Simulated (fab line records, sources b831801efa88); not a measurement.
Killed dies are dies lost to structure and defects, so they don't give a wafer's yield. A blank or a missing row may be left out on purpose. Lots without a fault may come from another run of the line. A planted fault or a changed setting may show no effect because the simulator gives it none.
Problem report in the 8D (eight disciplines) form, filled by code | flow sfq_line | the parts of the form that need people (team, actions taken, sign-off) are left out

1. THE PROBLEM
run_length_s at SFQ_TRILAYER_I6_VIA_BARC_OPEN_VIA_ETCH_235 reads a mean of 85.3 s on 3 wafers of 2 lots; wafers without a fault read 70.1 s with a standard deviation of 0.54. That is +28 standard deviations from the usual mean.
The step: etches BARC in O2, target depth 125 nm, time 41.7 s.
First seen on wafer L247.1, day 72 14:10, on rie_diel-01. The record holds 42 wafers of 14 lots with a number at this step. Rule for "out", or "out of limits": more than 4 standard deviations from the usual mean. The other wafers with a number count as sound.

2. WHAT IT IS AND WHAT IT IS NOT
question                    | is                           | is not
which readings at this step | run_length_s, oes_product_au | drypump_motor_current_A
which lots                  | L247, L251                   | L236, L237, L240, L241, L242, L243, L244, L245, L246, L252, L253, L255
which wafers of those lots  | L247.1, L247.6, L251.2       | L247.4, L251.1, L251.4
read on which tools         | rie_diel-01                  | rie_diel-02, rie_diel-03
when                        | from day 72 14:10            | up to then (28 sound wafers); but 11 sound wafers of L251, L252, L253, L255 came after

3. SUSPECTS, AND WHAT RULES EACH OUT
Counting: a tool at a process step up to the reading stays a suspect if it ran every lot that is out. Sound lots after the first of them don't rule it out here, since some wafers of a struck lot are sound.
- pvd_sputter-06 at SFQ_TRILAYER_M6_DEP_SPUTTER_157 (material Nb, target thk 200 nm, time 133.3 s): kept. It ran every lot that is out, first L247 (day 67 07:51).
- rie_diel-01 at SFQ_TRILAYER_I6_VIA_BARC_OPEN_VIA_ETCH_235 (etches BARC in O2, target depth 125 nm, time 41.7 s): kept. It ran every lot that is out, first L247 (day 72 14:10); its last sound lot up to then is L245 (day 72 07:49). Its own readings are out on those wafers: oes_product_au, run_length_s.
- Within rie_diel-01 at SFQ_TRILAYER_I6_VIA_BARC_OPEN_VIA_ETCH_235: the wafers that are out ran in chamber 1; their sound lot-mates ran in chambers 0, 2.
Left after counting: pvd_sputter-06 at SFQ_TRILAYER_M6_DEP_SPUTTER_157, rie_diel-01 at SFQ_TRILAYER_I6_VIA_BARC_OPEN_VIA_ETCH_235.

4. THE CAUSE (what the simulator had put in)
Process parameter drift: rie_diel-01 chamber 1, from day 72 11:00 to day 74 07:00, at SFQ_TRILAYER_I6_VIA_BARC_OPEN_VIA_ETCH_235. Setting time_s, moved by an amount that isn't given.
Counting left 2 suspects, and this tool is among them.

5. THE CHAIN OF EFFECTS, in route order
Each row: a reading whose mean over the struck wafers that have a number lies more than 3 standard deviations from the usual. Only readings for which the record gives a usual standard deviation are gone through. hours: the time from each lot's start at the first step in this table that gives one to its start at this step, as a median over the lots. sigmas: the change in usual standard deviations.
hours | step                                       | reading        | usual      | on struck wafers | change | sigmas
0     | SFQ_TRILAYER_I6_VIA_BARC_OPEN_VIA_ETCH_235 | oes_product_au | 0.685 a.u. | 0.599            | -0.086 | -18
0     | SFQ_TRILAYER_I6_VIA_BARC_OPEN_VIA_ETCH_235 | run_length_s   | 70.1 s     | 85.3             | +15.2  | +28
The process steps in it:
- SFQ_TRILAYER_I6_VIA_BARC_OPEN_VIA_ETCH_235: etches BARC in O2, target depth 125 nm, time 41.7 s.

6. WHAT WOULD HAVE CAUGHT IT SOONER
In this record the first reading out of limits was taken at day 72 14:10, 3 hours after the fault began at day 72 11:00.
